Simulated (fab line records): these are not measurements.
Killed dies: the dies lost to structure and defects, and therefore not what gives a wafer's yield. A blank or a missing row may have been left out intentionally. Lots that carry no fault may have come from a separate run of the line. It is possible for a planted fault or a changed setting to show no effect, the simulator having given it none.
Matching of chambers | flow sky130 | SKY_CONTACT_CMP_04 on cmp-01: 4 sister chambers
The step polishes SiO2. 4 wafers are shown with their chamber, then 7 later ones without.

## WAFERS WITH THEIR CHAMBER
wafer  | chamber | motorCurrentA (A)
L612.5 | 1       | 13.1
L612.6 | 0       | 11.8
L618.2 | 2       | 12.8
L618.3 | 3       | 13.0

## WAFERS WITHOUT THEIR CHAMBER
wafer  | motorCurrentA (A)
L618.4 | 11.4
L621.1 | 12.0
L621.2 | 12.1
L621.6 | 12.6
L627.1 | 12.3
L627.3 | 13.0
L627.5 | 12.8

## WHICH CHAMBER EACH ONE RAN IN
wafer  | from the rows above               | in truth
L618.4 | 0                                 | 0
L621.1 | 0                                 | 0
L621.2 | can't be placed: 0 or 2           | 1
L621.6 | can't be placed: 2 or 3 or 1      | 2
L627.1 | can't be placed: 0 or 2 or 3 or 1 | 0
L627.3 | can't be placed: 3 or 1 or 2      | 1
L627.5 | can't be placed: 2 or 3 or 1      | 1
Placed correctly: 2 of 7. From these rows, 5 cannot be placed; in 4 the true chamber is one of the candidates. Number placed wrongly: 0.
How it was worked out, from the rows above alone: a wafer's distance from a chamber is the root of the sum, over the readings, of the square of ((its reading less the chamber's mean) divided by the reading's scatter). If the next closest chamber is less than 2 further off than the closest, the wafer can't be placed; otherwise it belongs to the closest. For every chamber, the mean is computed from those of its wafers that are shown. The scatter (one wafer shown for each chamber): square how far every hidden wafer sits from the nearest shown wafer, average those squares and take the square root.
